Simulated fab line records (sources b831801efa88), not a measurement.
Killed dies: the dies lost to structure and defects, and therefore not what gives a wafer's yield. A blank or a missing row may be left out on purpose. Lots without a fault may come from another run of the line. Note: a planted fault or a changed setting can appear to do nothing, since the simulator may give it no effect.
2 desks looking at one fault ; flow gf180mcu ; only its own numbers are on each desk; what lay behind them is given at the end

## DESK OF THE TOOL OWNER: rie-diel-04
The tool's own readings at GF_V3_ETCH_17 (etches SiO2 in C4F8/O2/Ar, stops on TiN, target depth 635 nm): means of the sampled wafers that have a number, for each lot that ran on this tool. A lot is out of limits, marked OUT, if its mean lies more than 4 standard deviations from the usual mean; the brackets give that distance.
Columns: A = bias-w at GF_V3_ETCH_17, usual 1200 W; B = chamber-pressure-mTorr at GF_V3_ETCH_17, usual 40.00 mTorr; C = oes-product-au at GF_V3_ETCH_17, usual 0.856 a.u.
lot;first seen here;A;B;C
L641;day 23 04:00;1203;39.99;0.859
L642;day 23 09:00;1201;39.95;0.854
L645;day 24 20:00;1200;40.02;0.855
L650;day 26 05:00;1195;39.99;0.854
L660;day 29 01:00;1196;40.01;0.858
L662;day 29 18:00;1200;40.01;0.854
This desk's finding: nothing out of limits on any of the 6 lots.

## FROM THE METROLOGY DESK
What the gauges read, lot by lot, whatever tool the lot ran on: means of the sampled wafers that have a number. A lot is out of limits, marked OUT, if its mean lies more than 4 standard deviations from the usual mean; the brackets give that distance.
Columns: A = V3_BOW at GF_V3_BOW_MEAS_05, usual 115 um
lot;first seen here;A
L640;day 22 00:53;119
L641;day 22 05:23;124
L642;day 22 10:51;117
L643;day 23 00:14;110
L645;day 23 22:49;118
L649;day 25 04:44;102
L650;day 25 08:02;131
L652;day 26 01:20;115
L656;day 27 06:22;117
L657;day 27 19:55;118
L659;day 28 03:21;120
L660;day 28 07:20;119
L661;day 28 18:35;114
L662;day 28 23:51;110
This desk's finding: nothing out of limits on any of the 14 lots.

## ALL TOGETHER
The desk of the tool owner found nothing out of limits.
Nothing out of limits was seen by the metrology desk.

## WHAT THE SIMULATOR HAD PUT IN
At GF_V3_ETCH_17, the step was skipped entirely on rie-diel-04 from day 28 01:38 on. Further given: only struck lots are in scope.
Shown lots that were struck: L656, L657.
